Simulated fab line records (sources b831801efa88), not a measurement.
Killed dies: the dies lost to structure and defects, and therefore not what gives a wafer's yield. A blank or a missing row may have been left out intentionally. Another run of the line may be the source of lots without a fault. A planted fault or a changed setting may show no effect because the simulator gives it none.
Comparing a struck lot with a sound one | flow sky130 | 16 out of 708 route steps
Sound: wafers L574.2, L574.3, L574.6. The struck wafers were L584.1, L584.2, L584.6. The cause is given at the end.
At each step with rows: each side's tool, then ch and its chambers, then its first start. Under that, the readings that differ: sound wafers | struck wafers | difference of the means | sigmas: that difference in standard deviations of wafers without a fault.
alike: readings whose means differ by less than 2 such deviations, and words and numbers that are the same on both sides. not compared: withheld readings, readings that some wafer has no value for, bounds like >300 that may hide the same value, and numbers for which the record gives no deviation and whose values overlap.
Wherever a step has rows on one side only, a row that says differs or no value, or a row with sigmas, the two part there. When numbers do not overlap yet have no deviation, they are printed without sigmas and do not part them. Lack of a reading on every wafer of one side parts them only where that side has two or more wafers.

first, 8 steps without rows for these wafers: SKY_METAL1_DEHYDRATE_07 (time 60 s); SKY_METAL1_HMDS_08 (prime time 60 s); SKY_METAL1_COAT_09 (resist thk 60 nm); SKY_METAL1_COAT_10 (resist thk 450 nm); SKY_METAL1_SOFTBAKE_11 (time 90 s); SKY_METAL1_EXPOSE_12 (exposes mask MM1, target cd 140 nm); SKY_METAL1_PEB_13; SKY_METAL1_DEVELOP_14 (develop time 60 s).
SKY_METAL1_CD_MEAS_15 targets a cd of 140 nm.
  sound on cd-sem-02, day 35 08:37; struck on cd-sem-01, day 38 06:57
  alike: cd-nm
SKY_METAL1_OVL_MEAS_16:
  sound on overlay-02, day 35 08:44; struck on overlay-02, day 38 07:04
  alike: METAL1_OVL
SKY_METAL1_DESCUM_17: chemistry O2, time 8 s.
  sound on rie-metal-01 ch 0,1, day 35 08:46; struck on rie-metal-02 ch 0,1, day 38 07:07
  alike: chamber-pressure-mTorr, drypump-motor-current-A, oes-product-au
  not compared: rf-hours-counter-h
SKY_METAL1_ETCH_18: etches BARC in N2/H2, stops on SiO2, time 45.9 s, target depth 60 nm.
  sound on rie-metal-01 ch 0,1, day 35 08:47; struck on rie-metal-02 ch 0,1, day 38 07:08
  alike: chamber-pressure-mTorr, drypump-motor-current-A, n2-flow-sccm, oes-product-au, throttle-valve-pct
  not compared: rf-hours-counter-h
SKY_METAL1_METAL_ETCH_19: etches the open film in Cl2/BCl3, stops on SiO2, target depth 360 nm, time 78 s.
  sound on rie-metal-01 ch 0,1, day 35 08:51; struck on rie-metal-02 ch 0,1, day 38 07:12
  reading                                       | sound             | struck                  | difference | sigmas
  oes-product-au (a.u.)                         | 0.856 0.852 0.850 | 0.766 0.778 0.753       | -0.087     | -15
  over-etch-frac                                | 0.3 0.3 0.3       | 0.58101 0.58101 0.58101 | +0.28101   |
  model.KrF-thick_of_METAL1_COAT_10.thk-nm (nm) | 157.1 155.7 159.9 | 114.7 110.1 109.5       | -46.1      |
  model.METAL1.cd-nm (nm)                       | 140.5 141.7 140.6 | 132 133.5 136.2         | -7         |
  model.SiO2_of_CONTACT_HDPCVD_02.thk-nm (nm)   | 325.7 325.9 327.3 | 325.3 324.9 325.2       | -1.2       |
  alike: chamber-pressure-mTorr, drypump-motor-current-A, throttle-valve-pct
  not compared: rf-hours-counter-h
SKY_METAL1_STRIP_20: strips in O2/N2.
  sound on plasma-asher-02 ch 0,1, day 35 08:56; struck on plasma-asher-01 ch 0,1, day 38 07:17
  reading                      | sound             | struck            | difference | sigmas
  oes-product-au (a.u.)        | 0.337 0.341 0.341 | 0.323 0.328 0.315 | -0.018     | -4
  strip-time-to-endpoint-s (s) | 2.68 2.66 2.70    | 2.20 2.16 2.15    | -0.51      | -12
  alike: chamber-pressure-mTorr, drypump-motor-current-A, n2-flow-sccm
  not compared: rf-hours-counter-h
then, 1 step without rows for these wafers: SKY_METAL1_STRIP_21 (strips in post etch residue remover, time 1200 s).
-- the record jumps here: 12 days lie between the struck wafers' starts before and after (it left off in module METAL1 and takes up again in module PAD_OPEN, whose first step shown is number 708 of the route) --
SKY_PAD_OPEN_PROBE_99:
  sound on prober-02, day 47 19:58; struck on prober-02, day 49 22:47
  reading                        | sound                | struck               | difference | sigmas
  model.etest.met1.width-nm (nm) | 140.4 137.7 137.8    | 130.4 131 136.5      | -6.0       |
  model.etest.met1.line-ohm-um   | 0.9262 0.9415 0.9271 | 0.9973 0.9868 0.9522 | +0.0472    |
  alike: defect-limited-yield, killed_at_M0_to_M3, killed_at_M4_up, killed-at-contacts, killed-at-front-end, killed-at-other, killed-dies, killed-on-rim, killed-open, killed-short, sort_bin_3_pad_short, sort_bin_5_function, sort_bin_6_memory, sort-n-pass, sort-yield-pct

## WHERE THEY PART
Earliest at SKY_METAL1_METAL_ETCH_19; latest, in this record, at SKY_METAL1_STRIP_20. Later steps at which nothing parts them and some readings are alike: SKY_PAD_OPEN_PROBE_99.

WHY: what had been put in by the simulator
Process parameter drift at SKY_METAL1_METAL_ETCH_19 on rie-metal-02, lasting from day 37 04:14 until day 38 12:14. From 0.3, the setting over-etch-frac moved by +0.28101. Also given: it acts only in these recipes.
